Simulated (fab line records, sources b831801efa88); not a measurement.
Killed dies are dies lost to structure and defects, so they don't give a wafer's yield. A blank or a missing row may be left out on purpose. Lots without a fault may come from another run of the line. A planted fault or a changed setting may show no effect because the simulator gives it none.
fab line records | flow gf180mcu
record lots=5 wafers=15 last_day=32
route steps=602 shown MIM@508
lots that met no fault: from a run of the same line without faults
start_h: hours from the record's first day to the start of the lot's first wafer shown | wait_h: hours since the lot's step before | " the same as in the row above | L1.1+2: a row that stands for several wafers | - no value, or no start given | * or withheld: withheld | < > ~ a bound
route shown NAME@n: a module of which the file shows steps, and the number in the route of the first | usual: mean/standard deviation of fault-free wafers | same: alike in all rows | chamber/n: place in a boat | sites: the reading at each site | _std_site: their standard deviation | _edge_site: outer sites' mean less inner sites' | radius_mm: how far each site lies from the wafer's centre | mask NAME#n: copy n | behind: the tool/chamber that last shaped the wafer | hold: why the lot was held/for how many hours/how that ended | device: the transistor (n, p or np) that didn't switch | end of line: the same wafers' tests at the end of the route | a step without rows: its recipe alone | killed: dies lost to structure and defects at the first sort, not the wafer's yield | map: a wafer's dies, x killed, . not, _ none there
set.NAME: the setting as run; set.NAME@STEP: as run at that earlier step | model.NAME: the simulator's own value behind a step, which no gauge read
lots at some steps of the route; a table a step, a row a wafer
services: from which hour (start_h, from the record's first day; less than 0 if before it) a tool's chamber was out of use, for how many hours, and why
## steps
# step GF_MIM_CVD_05
# recipe material=Si3N4 target_thk_nm=42 temp_max_c=400 temp_c=385 time_s=29.086 rf_w=450
# usual heater_power_outer_w=373/63 heater_power_w=647/99
# same time_s=29.086
# columns lot.wafer tool chamber start_h wait_h heater_power_outer_w heater_power_w
L074.1 pecvd-03 2 563.78 0.0 293 534
L074.2 " 0 " " 352 615
L074.6 " 0 " " 350 612
L079.2 pecvd-02 2 614.12 0.0 375 655
L079.3 " 0 " " 365 615
L079.5 " 0 " " 374 633
L082.2 pecvd-03 0 641.38 0.0 375 635
L082.3 " 1 " " 355 579
L082.5 " 2 " " 340 579
L085.3 pecvd-04 2 652.53 0.0 573 919
L085.5 " 1 " " 310 530
L085.6 " 2 " " 552 926
L089.1 pecvd-04 0 684.22 0.0 393 751
L089.2 " 1 " " 340 555
L089.5 " 0 " " 384 740
# step GF_MIM_THK_MEAS_06
# recipe reads=Si3N4_of_MIM_CVD_05
# usual MIM_CVD_05_THK=42.1/0.62
# columns lot.wafer tool chamber start_h wait_h MIM_CVD_05_THK[nm]
L074.1 film_metro-01 - 563.81 0.0 42.3
L074.2 " - " " 42.7
L074.6 " - " " 43.1
L079.2 film_metro-01 - 614.16 0.0 41.3
L079.3 " - " " 41.8
L079.5 " - " " 42.5
L082.2 film_metro-04 - 641.42 0.0 40.7
L082.3 " - " " 41.8
L082.5 " - " " 41.7
L085.3 film_metro-04 - 652.58 0.0 42.5
L085.5 " - " " 42.5
L085.6 " - " " 42.9
L089.1 film_metro-01 - 684.25 0.0 42.3
L089.2 " - " " 41.8
L089.5 " - " " 42.7
# step GF_MIM_SPUTTER_07
# recipe material=TiN target_thk_nm=60 power_w=6500 time_s=50 chamber_pressure_pa=0.4
# usual chamber_pressure_pa=0.4000/0.0008 throttle_valve_pct=29.8/1.3
# same time_s=50
# columns lot.wafer tool chamber start_h wait_h chamber_pressure_pa throttle_valve_pct
L074.1 pvd_sputter-04 - 563.87 0.1 0.4006 30.1
L074.2 " - " " 0.4002 27.7
L074.6 " - " " 0.3994 31.8
L079.2 pvd_sputter-01 - 614.21 0.0 0.4008 29.8
L079.3 " - " " 0.3999 27.7
L079.5 " - " " 0.4007 27.3
L082.2 pvd_sputter-01 - 641.47 0.0 0.4000 30.1
L082.3 " - " " 0.3995 31.7
L082.5 " - " " 0.4004 31.7
L085.3 pvd_sputter-02 - 652.62 0.0 0.3985 29.7
L085.5 " - " " 0.3997 30.7
L085.6 " - " " 0.4001 30.6
L089.1 pvd_sputter-04 - 684.31 0.1 0.3987 28.9
L089.2 " - " " 0.3989 31.5
L089.5 " - " " 0.3987 27.8
# step GF_MIM_SPUTTER_08
# recipe material=AlCu target_thk_nm=200 power_w=10600 time_s=10.6 chamber_pressure_pa=0.4
# usual chamber_pressure_pa=0.4001/0.00092 throttle_valve_pct=29.8/1.3
# same time_s=10.6
# columns lot.wafer tool chamber start_h wait_h chamber_pressure_pa throttle_valve_pct
L074.1 pvd_sputter-04 - 563.92 0.0 0.3999 30.1
L074.2 " - " " 0.4022 27.5
L074.6 " - " " 0.3994 31.6
L079.2 pvd_sputter-01 - 614.26 0.0 0.4007 29.8
L079.3 " - " " 0.4003 27.4
L079.5 " - " " 0.3998 27.3
L082.2 pvd_sputter-01 - 641.52 0.0 0.4014 30.0
L082.3 " - " " 0.3999 31.5
L082.5 " - " " 0.4004 31.6
L085.3 pvd_sputter-02 - 652.67 0.0 0.4012 29.8
L085.5 " - " " 0.3995 30.7
L085.6 " - " " 0.3990 30.2
L089.1 pvd_sputter-04 - 684.36 0.0 0.4013 28.9
L089.2 " - " " 0.4003 31.5
L089.5 " - " " 0.3993 27.8
# step GF_MIM_SPUTTER_09
# recipe material=TiN target_thk_nm=35 power_w=6500 time_s=29.2 chamber_pressure_pa=0.4
# usual chamber_pressure_pa=0.4001/0.00079 throttle_valve_pct=29.8/1.4
# same time_s=29.2
# columns lot.wafer tool chamber start_h wait_h chamber_pressure_pa throttle_valve_pct
L074.1 pvd_sputter-04 - 563.94 0.0 0.3991 30.3
L074.2 " - " " 0.3999 27.3
L074.6 " - " " 0.4021 31.8
L079.2 pvd_sputter-01 - 614.28 0.0 0.4005 29.7
L079.3 " - " " 0.3998 27.4
L079.5 " - " " 0.4006 27.5
L082.2 pvd_sputter-01 - 641.54 0.0 0.3998 30.0
L082.3 " - " " 0.4000 31.7
L082.5 " - " " 0.4004 31.6
L085.3 pvd_sputter-02 - 652.69 0.0 0.4008 29.9
L085.5 " - " " 0.4012 30.7
L085.6 " - " " 0.4003 30.3
L089.1 pvd_sputter-04 - 684.38 0.0 0.4011 29.0
L089.2 " - " " 0.4005 31.7
L089.5 " - " " 0.3998 27.6
# step GF_MIM_RS_MEAS_10
# recipe thk_meas_gauge=four-point-probe reads=TiN_of_MIM_SPUTTER_09+AlCu_of_MIM_SPUTTER_08+TiN_of_MIM_SPUTTER_07
# usual MIM_ALCU_RS=0.1606/0.0016
# columns lot.wafer tool chamber start_h wait_h MIM_ALCU_RS[ohm/sq]
L074.1 film_metro-04 - 563.97 0.0 0.1607
L074.2 " - " " 0.1599
L074.6 " - " " 0.1603
L079.2 film_metro-01 - 614.33 0.0 0.1594
L079.3 " - " " 0.1585
L079.5 " - " " 0.1593
L082.2 film_metro-04 - 641.59 0.0 0.1605
L082.3 " - " " 0.1593
L082.5 " - " " 0.1593
L085.3 film_metro-01 - 652.76 0.1 0.1600
L085.5 " - " " 0.1579
L085.6 " - " " 0.1583
L089.1 film_metro-02 - 684.41 0.0 0.1590
L089.2 " - " " 0.1576
L089.5 " - " " 0.1584
# step GF_MIM_THK_MEAS_11
# recipe thk_meas_gauge=xrf reads=AlCu_of_MIM_SPUTTER_08
# usual MIM_ALCU_THK=202.3/2.2
# columns lot.wafer tool chamber start_h wait_h MIM_ALCU_THK[nm]
L074.1 film_metro-04 - 564.09 0.1 202.1
L074.2 " - " " 204.4
L074.6 " - " " 202.2
L079.2 film_metro-01 - 614.44 0.1 203.5
L079.3 " - " " 205.7
L079.5 " - " " 203.7
L082.2 film_metro-04 - 641.70 0.1 203.5
L082.3 " - " " 204.8
L082.5 " - " " 204.4
L085.3 film_metro-01 - 652.86 0.1 201.6
L085.5 " - " " 205.1
L085.6 " - " " 204.3
L089.1 film_metro-02 - 684.53 0.1 204.8
L089.2 " - " " 205.4
L089.5 " - " " 206.1
## services
# columns tool chamber start_h hours kind
pvd_sputter-01 - 547.06 1.4 repair
pvd_sputter-01 - 562.60 2.2 repair
pecvd-03 - 584.07 14.6 pm
pecvd-04 1 588.41 4.6 repair
pecvd-03 - 598.67 14.0 pm
pecvd-03 0 598.67 14.0 vent_cycle
pecvd-03 1 598.67 14.0 vent_cycle
pecvd-03 2 598.67 14.0 vent_cycle
pvd_sputter-02 - 603.31 1.5 repair
pvd_sputter-02 - 607.70 7.7 repair
pvd_sputter-04 3 611.34 - consumable_replace:kit
pvd_sputter-04 3 611.34 18.0 scheduled_down
pvd_sputter-04 3 611.34 18.0 vent_cycle
pecvd-03 0 612.67 - clean
pecvd-03 1 612.67 - clean
pvd_sputter-01 3 620.94 - consumable_replace:kit
pvd_sputter-01 3 620.94 18.0 scheduled_down
pvd_sputter-01 3 620.94 18.0 vent_cycle
pecvd-03 - 632.65 1.0 repair
pvd_sputter-02 3 646.82 - consumable_replace:kit
pvd_sputter-02 3 646.82 18.0 scheduled_down
pvd_sputter-02 3 646.82 18.0 vent_cycle
pvd_sputter-02 - 655.87 3.9 repair
pecvd-04 0 667.34 3.3 repair
## key
fault none
